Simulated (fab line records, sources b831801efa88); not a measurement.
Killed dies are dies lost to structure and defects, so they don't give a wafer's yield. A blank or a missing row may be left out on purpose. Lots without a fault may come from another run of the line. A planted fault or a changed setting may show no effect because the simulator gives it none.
fab line records | flow sky130
record lots=13 wafers=39 last_day=50
route steps=708 shown VIA1@458 METAL4@599 CAP2M@607 PAD_OPEN@708
lots that met no fault: from a run of the same line without faults
start_h: hours from the record's first day to the start of the lot's first wafer shown | wait_h: hours since the lot's step before | " the same as in the row above | L1.1+2: a row that stands for several wafers | - no value, or no start given | * or withheld: withheld | < > ~ a bound
route shown NAME@n: a module of which the file shows steps, and the number in the route of the first | usual: mean/standard deviation of fault-free wafers | same: alike in all rows | chamber/n: place in a boat | sites: the reading at each site | _std_site: their standard deviation | _edge_site: outer sites' mean less inner sites' | radius_mm: how far each site lies from the wafer's centre | mask NAME#n: copy n | behind: the tool/chamber that last shaped the wafer | hold: why the lot was held/for how many hours/how that ended | device: the transistor (n, p or np) that didn't switch | end of line: the same wafers' tests at the end of the route | a step without rows: its recipe alone | killed: dies lost to structure and defects at the first sort, not the wafer's yield | map: a wafer's dies, x killed, . not, _ none there
set.NAME: the setting as run; set.NAME@STEP: as run at that earlier step | model.NAME: the simulator's own value behind a step, which no gauge read
steps of the route over a sample of lots; a table a step, a row a wafer
services: from which hour (start_h, from the record's first day; less than 0 if before it) a tool's chamber was out of use, for how many hours, and why
## steps
# step SKY_VIA1_HDPCVD_00
# recipe material=SiO2 target_thk_nm=1030 sigma_open_frac=0.3 time_s=171.7 temp_c=400 sih4_flow_sccm=60 pressure_mtorr=6
# columns lot.wafer tool chamber start_h wait_h
L777.1+3+5 hdpcvd-02 0,2,2 743.94 0.0
L778.4+5+6 hdpcvd-01 2,0,1 756.65 0.1
L779.2+4+5 hdpcvd-01 0,0,2 765.61 0.0
L780.2+3+6 hdpcvd-02 2,0,2 777.71 0.0
L781.1+2+3 hdpcvd-01 0,1,2 792.88 0.0
L783.2+3+4 hdpcvd-01 1,2,2 812.33 0.0
L784.1+5+6 hdpcvd-02 0,1,0 815.85 0.0
L787.3+5+6 hdpcvd-02 1,0,2 836.79 0.0
L788.3+4+6 hdpcvd-02 0,0,1 841.32 0.0
L790.3+4+6 hdpcvd-02 2,1,2 859.82 0.0
L792.2+4+5 hdpcvd-02 2,0,2 897.62 0.0
L796.1+5+6 hdpcvd-02 0,1,2 907.66 0.0
L799.1+3+6 hdpcvd-01 2,0,0 941.04 0.0
# step SKY_METAL4_SPUTTER_01
# recipe material=TiN target_thk_nm=20 power_w=6500 time_s=16.7 chamber_pressure_pa=0.4
# usual throttle_valve_pct=30.2/1.1
# columns lot.wafer tool chamber start_h wait_h throttle_valve_pct
L777.1 pvd_sputter-03 - 909.84 0.0 28.2
L777.3 " - " " 29.9
L777.5 " - " " 31.2
L778.4 pvd_sputter-01 - 922.14 0.0 30.1
L778.5 " - " " 30.3
L778.6 " - " " 29.8
L779.2 pvd_sputter-04 - 929.80 0.0 29.6
L779.4 " - " " 32.2
L779.5 " - " " 32.0
L780.2 pvd_sputter-01 - 940.58 0.0 29.5
L780.3 " - " " 30.4
L780.6 " - " " 30.9
L781.1 pvd_sputter-01 - 955.36 0.0 29.4
L781.2 " - " " 30.6
L781.3 " - " " 30.6
L783.2 pvd_sputter-03 - 973.28 0.0 28.8
L783.3 " - " " 30.9
L783.4 " - " " 29.7
L784.1 pvd_sputter-04 - 980.41 0.0 29.3
L784.5 " - " " 32.1
L784.6 " - " " 29.3
L787.3 pvd_sputter-03 - 995.91 0.0 30.9
L787.5 " - " " 30.1
L787.6 " - " " 31.2
L788.3 pvd_sputter-01 - 998.68 0.0 30.4
L788.4 " - " " 30.7
L788.6 " - " " 30.7
L790.3 pvd_sputter-03 - 1013.41 0.0 28.4
L790.4 " - " " 29.5
L790.6 " - " " 28.6
L792.2 pvd_sputter-04 - 1048.19 0.0 29.3
L792.4 " - " " 32.1
L792.5 " - " " 32.0
L796.1 pvd_sputter-03 - 1056.71 0.0 30.9
L796.5 " - " " 29.8
L796.6 " - " " 31.1
L799.1 pvd_sputter-01 - 1086.00 0.0 30.5
L799.3 " - " " 29.7
L799.6 " - " " 30.6
# step SKY_CAP2M_THK_MEAS_04
# recipe thk_meas_gauge=xrf reads=TiN_of_CAP2M_SPUTTER_02
# usual CAP2M_TIN_THK=202.7/2.4
# columns lot.wafer tool chamber start_h wait_h CAP2M_TIN_THK[nm]
L777.1 film_metro-03 - 910.28 0.1 199.6
L777.3 " - " " 199.6
L777.5 " - " " 200.0
L778.4 film_metro-03 - 922.61 0.1 203.7
L778.5 " - " " 204.1
L778.6 " - " " 204.2
L779.2 film_metro-02 - 930.26 0.1 199.2
L779.4 " - " " 201.3
L779.5 " - " " 200.7
L780.2 film_metro-04 - 941.03 0.1 199.7
L780.3 " - " " 202.2
L780.6 " - " " 201.3
L781.1 film_metro-03 - 955.81 0.1 202.1
L781.2 " - " " 202.6
L781.3 " - " " 205.0
L783.2 film_metro-04 - 973.73 0.1 198.6
L783.3 " - " " 200.9
L783.4 " - " " 203.0
L784.1 film_metro-03 - 980.85 0.1 202.1
L784.5 " - " " 200.8
L784.6 " - " " 200.7
L787.3 film_metro-02 - 996.37 0.1 198.4
L787.5 " - " " 205.4
L787.6 " - " " 201.3
L788.3 film_metro-02 - 999.14 0.1 201.6
L788.4 " - " " 202.5
L788.6 " - " " 203.2
L790.3 film_metro-02 - 1013.88 0.1 201.0
L790.4 " - " " 204.5
L790.6 " - " " 203.9
L792.2 film_metro-03 - 1048.65 0.1 208.0
L792.4 " - " " 207.3
L792.5 " - " " 207.3
L796.1 film_metro-04 - 1057.15 0.1 203.1
L796.5 " - " " 200.8
L796.6 " - " " 203.4
L799.1 film_metro-04 - 1086.44 0.1 205.2
L799.3 " - " " 200.1
L799.6 " - " " 202.4
# step SKY_METAL4_OVL_MEAS_14
# usual METAL4_OVL=1/6.8
# columns lot.wafer tool chamber start_h wait_h METAL4_OVL[nm]
L777.1 overlay-02 - 960.03 0.1 -1
L777.3 " - " " -1
L777.5 " - " " -5
L778.4 overlay-01 - 970.83 0.1 12
L778.5 " - " " 15
L778.6 " - " " 13
L779.2 overlay-01 - 978.75 0.1 1
L779.4 " - " " 3
L779.5 " - " " 0
L780.2 overlay-01 - 988.95 0.1 -1
L780.3 " - " " -8
L780.6 " - " " -3
L781.1 overlay-02 - 1002.74 0.1 -6
L781.2 " - " " -11
L781.3 " - " " -9
L783.2 overlay-02 - 1019.85 0.1 6
L783.3 " - " " 5
L783.4 " - " " 1
L784.1 overlay-02 - 1027.39 0.1 -2
L784.5 " - " " -1
L784.6 " - " " -9
L787.3 overlay-02 - 1041.67 0.1 -6
L787.5 " - " " -11
L787.6 " - " " 1
L788.3 overlay-01 - 1045.65 0.1 4
L788.4 " - " " -5
L788.6 " - " " 4
L790.3 overlay-02 - 1056.75 0.1 11
L790.4 " - " " 10
L790.6 " - " " 11
L792.2 overlay-01 - 1091.11 0.1 0
L792.4 " - " " 2
L792.5 " - " " 4
L796.1 overlay-02 - 1098.86 0.1 10
L796.5 " - " " 7
L796.6 " - " " 2
L799.1 overlay-01 - 1125.99 0.1 3
L799.3 " - " " 5
L799.6 " - " " 4
# step SKY_PAD_OPEN_PROBE_99
# usual defect_limited_yield=82.7/1.9 killed_at_M0_to_M3=43/6.6 killed_at_M4_up=3.1/1.6 killed_at_contacts=23/5.6 killed_at_front_end=15/4.2 killed_at_other=0.2/0.43 killed_dies=85/9.3 killed_open=46/6.6 killed_short=39/6.2 sort_bin_3_pad_short=0.8/0.37 sort_bin_5_function=10.2/1.5 sort_bin_6_memory=6.2/1.1 sort_n_pass=407/9.3 sort_yield_pct=82.7/1.9
# same gross_dies=492 killed_at_back_side=0 sort_bin_4_leakage[%]=0 sort_bin_8_speed[%]=0
# columns lot.wafer tool chamber start_h wait_h defect_limited_yield[%] killed_at_M0_to_M3 killed_at_M4_up killed_at_contacts killed_at_front_end killed_at_other killed_dies killed_open killed_short sort_bin_3_pad_short[%] sort_bin_5_function[%] sort_bin_6_memory[%] sort_n_pass sort_yield_pct[%]
L779.2 prober-01 - 1073.31 0.1 81.1 49 5 24 15 0 93 47 46 0.6 11.0 7.3 399 81.1
L779.4 prober-01 - 1073.41 0.2 84.3 53 2 10 11 1 77 51 26 0.8 10.0 4.9 415 84.3
L779.5 prober-01 - 1073.46 0.2 80.9 51 3 23 17 0 94 52 42 0.6 10.8 7.7 398 80.9
L780.2 prober-02 - 1083.38 0.1 82.3 44 4 25 14 0 87 42 45 1.0 10.6 6.1 405 82.3
L780.3 prober-02 - 1083.43 0.2 81.3 54 9 21 8 0 92 50 42 0.8 12.4 5.5 400 81.3
L780.6 prober-02 - 1083.58 0.2 83.1 43 3 25 10 2 83 48 35 0.8 10.4 5.7 409 83.1
L792.2 prober-01 - 1172.98 0.1 85.4 37 3 19 13 0 72 45 27 0.6 8.5 5.5 420 85.4
L792.4 prober-01 - 1173.08 0.2 83.5 45 3 18 15 0 81 43 38 1.0 10.2 5.3 411 83.5
L792.5 prober-01 - 1173.13 0.2 83.1 30 4 31 18 0 83 40 43 0.6 9.1 7.1 409 83.1
L796.1 prober-02 - 1179.56 0.1 75.4 81 3 25 12 0 121 45 37 2.0 14.6 7.9 371 75.4
L796.5 prober-02 - 1179.76 0.2 78.3 65 4 21 17 0 107 44 40 2.2 13.2 6.3 385 78.3
L796.6 prober-02 - 1179.81 0.2 81.5 61 0 16 14 0 91 37 37 1.4 11.8 5.3 401 81.5
L799.1 prober-02 - 1199.85 0.1 85.6 31 3 22 14 1 71 40 31 0.8 9.1 4.5 421 85.6
L799.3 prober-02 - 1199.95 0.2 79.7 48 4 34 13 1 100 56 44 0.4 13.4 6.5 392 79.7
L799.6 prober-02 - 1200.10 0.2 84.8 39 2 21 13 0 75 42 33 1.0 8.1 6.1 417 84.8
# killed by level:class
L779.2 VIA1:geometric_particle:open=12 VIA1:geometric_particle:short=9 CONTACT:geometric_particle:open=8 METAL1:geometric_particle:short=8 VIA3:geometric_particle:open=7 LI_CONTACT:geometric_particle:short=6 POLY_GATE:geometric_particle:short=5 CONTACT:geometric_particle:short=4
L779.4 VIA1:geometric_particle:open=18 VIA2:geometric_particle:open=9 VIA3:geometric_particle:open=8 POLY_GATE:geometric_particle:open=5 CONTACT:geometric_particle:open=5 VIA1:geometric_particle:short=5 METAL2:geometric_particle:short=4 METAL1:geometric_particle:short=3
L779.5 VIA2:geometric_particle:open=11 VIA1:geometric_particle:open=9 LI_CONTACT:geometric_particle:open=8 CONTACT:geometric_particle:open=6 FIELD_ISO:geometric_particle:short=5 POLY_GATE:geometric_particle:open=5 METAL2:geometric_particle:short=5 VIA1:geometric_particle:short=5
L780.2 CONTACT:geometric_particle:open=13 VIA2:geometric_particle:open=7 METAL1:geometric_particle:short=6 VIA1:geometric_particle:open=6 VIA2:geometric_particle:short=6 FIELD_ISO:geometric_particle:short=5 LI_CONTACT:geometric_particle:short=5 VIA3:geometric_particle:open=5
L780.3 VIA3:geometric_particle:open=10 VIA1:geometric_particle:open=10 METAL2:geometric_particle:short=7 VIA2:geometric_particle:open=7 LI_CONTACT:geometric_particle:open=6 VIA3:geometric_particle:short=6 METAL4:geometric_particle:short=6 CONTACT:geometric_particle:open=5
L780.6 VIA2:geometric_particle:open=11 CONTACT:geometric_particle:open=9 LI_CONTACT:geometric_particle:open=7 VIA1:geometric_particle:open=6 VIA3:geometric_particle:open=5 METAL2:geometric_particle:short=5 METAL1:geometric_particle:short=4 FIELD_ISO:geometric_particle:short=3
L792.2 LI_CONTACT:geometric_particle:open=9 FIELD_ISO:geometric_particle:open=8 VIA1:geometric_particle:open=8 VIA2:geometric_particle:open=8 METAL2:geometric_particle:short=5 VIA3:geometric_particle:short=5 CONTACT:geometric_particle:open=4 VIA3:geometric_particle:open=4
L792.4 VIA1:geometric_particle:open=12 VIA3:geometric_particle:open=9 CONTACT:geometric_particle:open=6 CONTACT:geometric_particle:short=6 VIA1:geometric_particle:short=6 FIELD_ISO:geometric_particle:short=4 METAL2:geometric_particle:short=4 VIA2:geometric_particle:short=4
L792.5 CONTACT:geometric_particle:open=9 VIA1:geometric_particle:open=9 POLY_GATE:geometric_particle:short=7 LI_CONTACT:geometric_particle:open=6 LOCAL_INTERCONNECT:geometric_particle:short=6 CONTACT:geometric_particle:short=5 SPACER:geometric_particle:short=4 METAL2:geometric_particle:short=4
L796.1 VIA1:unspecified=39 VIA1:geometric_particle:open=10 VIA3:geometric_particle:open=9 VIA1:geometric_particle:short=7 LI_CONTACT:geometric_particle:open=6 CONTACT:geometric_particle:open=6 VIA2:geometric_particle:open=6 FIELD_ISO:geometric_particle:short=5
L796.5 VIA1:unspecified=23 VIA1:geometric_particle:open=9 CONTACT:geometric_particle:open=9 POLY_GATE:geometric_particle:short=7 VIA2:geometric_particle:open=7 VIA2:geometric_particle:short=5 VIA3:geometric_particle:open=5 FIELD_ISO:geometric_particle:short=4
L796.6 VIA1:unspecified=17 VIA3:geometric_particle:short=7 METAL1:geometric_particle:short=7 VIA1:geometric_particle:open=7 VIA3:geometric_particle:open=6 POLY_GATE:geometric_particle:open=5 LI_CONTACT:geometric_particle:open=5 VIA1:geometric_particle:short=4
L799.1 LI_CONTACT:geometric_particle:open=7 CONTACT:geometric_particle:short=7 VIA1:geometric_particle:open=7 FIELD_ISO:geometric_particle:open=5 CONTACT:geometric_particle:open=5 FIELD_ISO:geometric_particle:short=4 POLY_GATE:geometric_particle:open=4 METAL2:geometric_particle:short=4
L799.3 VIA1:geometric_particle:open=16 CONTACT:geometric_particle:open=11 LI_CONTACT:geometric_particle:open=9 VIA2:geometric_particle:open=9 LOCAL_INTERCONNECT:geometric_particle:short=7 FIELD_ISO:geometric_particle:open=4 CONTACT:geometric_particle:short=4 METAL1:geometric_particle:short=4
L799.6 VIA1:geometric_particle:open=10 FIELD_ISO:geometric_particle:open=6 VIA2:geometric_particle:open=6 LI_CONTACT:geometric_particle:open=5 CONTACT:geometric_particle:open=5 VIA3:geometric_particle:open=5 LI_CONTACT:geometric_particle:short=4 CONTACT:geometric_particle:short=4
## services
# columns tool chamber start_h hours kind
pvd_sputter-04 - 728.96 1.7 repair
hdpcvd-01 - 730.75 2.8 pm
pvd_sputter-04 - 829.68 2.6 repair
pvd_sputter-03 3 832.59 - consumable_replace:kit
pvd_sputter-03 3 832.59 18.0 scheduled_down
pvd_sputter-03 3 832.59 18.0 vent_cycle
hdpcvd-01 - 841.12 1.1 repair
pvd_sputter-04 - 842.94 2.8 repair
pvd_sputter-01 - 892.39 7.3 repair
pvd_sputter-04 - 905.54 3.6 repair
hdpcvd-01 - 907.66 1.2 repair
hdpcvd-01 - 950.25 15.0 pm
hdpcvd-01 0 950.25 15.0 vent_cycle
hdpcvd-01 1 950.25 15.0 vent_cycle
hdpcvd-01 2 950.25 15.0 vent_cycle
hdpcvd-01 0 965.25 - clean
hdpcvd-02 - 971.23 5.6 repair
hdpcvd-02 1 978.95 21.3 repair
pvd_sputter-03 - 983.43 1.9 repair
pvd_sputter-01 - 984.57 1.2 repair
pvd_sputter-01 - 1015.28 2.1 repair
pvd_sputter-03 - 1017.08 2.3 repair
pvd_sputter-04 - 1036.32 7.4 repair
pvd_sputter-01 - 1058.95 10.0 repair
## key
first_sign step=SKY_PAD_OPEN_PROBE_99 reading=killed_at_M0_to_M3 direction=up sigmas=3.9 usual=43 struck=69
effect step=SKY_PAD_OPEN_PROBE_99 reading=sort_bin_3_pad_short direction=up sigmas=2.9 usual=0.8 struck=1.9 wafers_moved=2
met_at SKY_VIA1_HDPCVD_00
struck_lots L796
not_acting_at SKY_METAL4_SPUTTER_01,SKY_CAP2M_THK_MEAS_04,SKY_METAL4_OVL_MEAS_14
onset_between 897.62 907.66
fault kind=chamber_particle_source tool=hdpcvd-02 chamber=- onset_h=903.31 steps=SKY_VIA1_HDPCVD_00 rate_per_visit_cm2=0.3825 end_h=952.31
